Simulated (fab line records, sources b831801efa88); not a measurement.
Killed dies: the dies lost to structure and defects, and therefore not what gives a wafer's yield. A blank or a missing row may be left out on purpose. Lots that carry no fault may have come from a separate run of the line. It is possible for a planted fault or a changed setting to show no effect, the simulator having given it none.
Chamber matching + flow gf180mcu + rieDiel-03 running GF_V2_ETCH_16: 4 sister chambers
The step etches BARC in N2/H2. 16 wafers are shown with their chamber, then 8 later ones without.

== EACH WAFER AND ITS CHAMBER ==
| wafer  | chamber | drypumpMotorCurrentA (A) | throttleValvePct (%) | oesProductAu (a.u.) |
|--------|---------|--------------------------|----------------------|---------------------|
| L804.3 | 3       | 4.8                      | 13.225               | 0.854               |
| L804.4 | 0       | 5.9                      | 13.211               | 0.851               |
| L804.6 | 2       | 5.8                      | 13.211               | 0.846               |
| L808.1 | 2       | 5.8                      | 13.229               | 0.862               |
| L808.5 | 3       | 4.7                      | 13.214               | 0.862               |
| L808.6 | 0       | 5.9                      | 13.217               | 0.853               |
| L810.1 | 1       | 5.7                      | 13.226               | 0.850               |
| L810.4 | 2       | 5.8                      | 13.222               | 0.852               |
| L810.5 | 3       | 4.7                      | 13.211               | 0.846               |
| L813.2 | 2       | 5.8                      | 13.242               | 0.850               |
| L813.3 | 1       | 5.8                      | 13.218               | 0.867               |
| L813.6 | 3       | 4.7                      | 13.235               | 0.858               |
| L816.1 | 3       | 4.7                      | 13.224               | 0.855               |
| L816.3 | 1       | 5.8                      | 13.220               | 0.857               |
| L816.5 | 3       | 4.7                      | 13.226               | 0.849               |
| L821.2 | 2       | 5.8                      | 13.233               | 0.855               |

SIGNATURES (means of the wafers above)
| reading              | chamber 0 | chamber 1 | chamber 2 | chamber 3 | scatter within a chamber |
|----------------------|-----------|-----------|-----------|-----------|--------------------------|
| drypumpMotorCurrentA | 5.900     | 5.767     | 5.800     | 4.717     | 0.0354                   |
| throttleValvePct     | 13.21400  | 13.22133  | 13.22740  | 13.22250  | 0.00903                  |
| oesProductAu         | 0.85200   | 0.85800   | 0.85300   | 0.85400   | 0.0062                   |
Rule: for each reading, subtract the chamber's mean from the wafer's reading, divide by that reading's scatter and square the result; add these up over the readings and take the root, which gives the wafer's distance from the chamber. The wafer belongs to the nearest chamber; if the next one is less than 2 further off, it can't be placed. The scatter: the root of (the sum of the squares of (reading less its chamber's mean) over the shown wafers, divided by (wafers less chambers)).

== WAFERS MISSING THEIR CHAMBER ==
| wafer  | drypumpMotorCurrentA (A) | throttleValvePct (%) | oesProductAu (a.u.) |
|--------|--------------------------|----------------------|---------------------|
| L821.3 | 5.9                      | 13.221               | 0.848               |
| L821.6 | 4.8                      | 13.232               | 0.852               |
| L824.1 | 5.9                      | 13.237               | 0.851               |
| L824.2 | 5.8                      | 13.235               | 0.849               |
| L824.6 | 5.8                      | 13.230               | 0.864               |
| L827.1 | 5.9                      | 13.224               | 0.853               |
| L827.3 | 4.7                      | 13.225               | 0.847               |
| L827.5 | 4.7                      | 13.218               | 0.849               |

== WHICH CHAMBER EACH ONE RAN IN ==
| wafer  | from the rows above          | in truth |
|--------|------------------------------|----------|
| L821.3 | 0                            | 0        |
| L821.6 | 3                            | 3        |
| L824.1 | can't be placed: 0 or 2 or 1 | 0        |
| L824.2 | can't be placed: 2 or 1      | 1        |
| L824.6 | can't be placed: 1 or 2      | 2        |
| L827.1 | can't be placed: 0 or 2      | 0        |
| L827.3 | 3                            | 3        |
| L827.5 | 3                            | 3        |
4 of 8 placed correctly. Cannot be placed on the basis of these rows: 4; the candidates contain the true chamber in 4. Placed wrongly: 0.
